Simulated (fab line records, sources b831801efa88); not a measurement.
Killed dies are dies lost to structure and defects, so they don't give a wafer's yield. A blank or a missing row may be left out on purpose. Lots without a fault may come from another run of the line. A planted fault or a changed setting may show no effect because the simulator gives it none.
Which tool did it? | flow sky130 | 9 lots, 27 wafers sampled, at 4 steps of a route of 708

WHAT THE GAUGES READ, wafer by wafer
SKY_METAL2_RS_MEAS_05: measures by four-point-probe.
lot  | measured     | on            | METAL2_ALCU_RS (ohm/sq)
L553 | day 35 17:28 | film_metro-04 | 0.1257 0.1265 0.1273
L555 | day 36 16:43 | film_metro-04 | 0.1279 0.1259 0.1272
L564 | day 39 07:40 | film_metro-03 | 0.1255 0.1822 0.1262 0.1256 0.1828 0.1260
L565 | day 39 08:50 | film_metro-04 | 0.1243 0.1260 0.1240
L566 | day 39 23:14 | film_metro-04 | 0.1253 0.1848 0.1273 0.1254 0.1849 0.1275
L568 | day 40 09:16 | film_metro-03 | 0.1879 0.1293 0.1286 0.1877 0.1298 0.1282
L570 | day 41 00:00 | film_metro-03 | 0.1269 0.1287 0.1849 0.1268 0.1287 0.1847
L572 | day 41 16:50 | film_metro-03 | 0.1269 0.1282 0.1280
L574 | day 42 03:38 | film_metro-03 | 0.1298 0.1297 0.1296

WHICH TOOL RAN EACH LOT (tool, then ch and the chambers of the sampled wafers, then the start)
lot  | SKY_VIA1_ETCH_14                   | SKY_VIA1_CMP_24               | SKY_METAL2_SPUTTER_02
L553 | rie_diel-01 ch 0,1, day 35 15:58   | cmp-02 ch 2,3, day 35 17:04   | pvd_sputter-04, day 35 17:22
L555 | rie_diel-01 ch 2,3, day 36 15:03   | cmp-02 ch 0,1,3, day 36 16:22 | pvd_sputter-04, day 36 16:34
L564 | rie_diel-01 ch 2,3, day 39 06:10   | cmp-01 ch 2,3, day 39 07:15   | pvd_sputter-04, day 39 07:33
L565 | rie_diel-03 ch 2,3, day 39 07:19   | cmp-02 ch 1,2, day 39 08:26   | pvd_sputter-02, day 39 08:44
L566 | rie_diel-03 ch 0,2,3, day 39 21:46 | cmp-02 ch 0,2,3, day 39 22:48 | pvd_sputter-04, day 39 23:09
L568 | rie_diel-01 ch 0,1,3, day 40 07:46 | cmp-02 ch 0,1,3, day 40 08:48 | pvd_sputter-04, day 40 09:09
L570 | rie_diel-01 ch 0,2, day 40 22:22   | cmp-02 ch 0,1,3, day 40 23:25 | pvd_sputter-04, day 40 23:49
L572 | rie_diel-03 ch 2,3, day 41 15:22   | cmp-02 ch 0,3, day 41 16:24   | pvd_sputter-01, day 41 16:44
L574 | rie_diel-03 ch 1,2,3, day 42 01:51 | cmp-02 ch 0,1,2, day 42 03:20 | pvd_sputter-01, day 42 03:31
- SKY_VIA1_ETCH_14: etches BARC in N2/H2, stops on SiO2, time 45.9 s, target depth 60 nm.
- SKY_VIA1_CMP_24: polishes, stops on SiO2, t overpolish 15 s, target thk 0 nm.
- SKY_METAL2_SPUTTER_02: material AlCu, target thk 250 nm, time 13.3 s.

THE ANSWER, worked out from the rows above alone
Rule: what is usual is taken from the lots themselves. Put in order of their means at a reading, lots are off if they are a third of the lots or fewer, leave a main group of 4 or more, and stand apart from it by a gap of 3 or more times the standard deviation of the main group's means; of several such gaps the widest counts. A main group whose means are all the same, to the digits that the tables above print for the reading, isn't used. A lot without any number at a reading at which 4 lots or more have one is off too. The other lots that the step has rows for count as sound.
No lot is off at any reading shown: from this, nothing can be told.

WHAT THE SIMULATOR HAD PUT IN
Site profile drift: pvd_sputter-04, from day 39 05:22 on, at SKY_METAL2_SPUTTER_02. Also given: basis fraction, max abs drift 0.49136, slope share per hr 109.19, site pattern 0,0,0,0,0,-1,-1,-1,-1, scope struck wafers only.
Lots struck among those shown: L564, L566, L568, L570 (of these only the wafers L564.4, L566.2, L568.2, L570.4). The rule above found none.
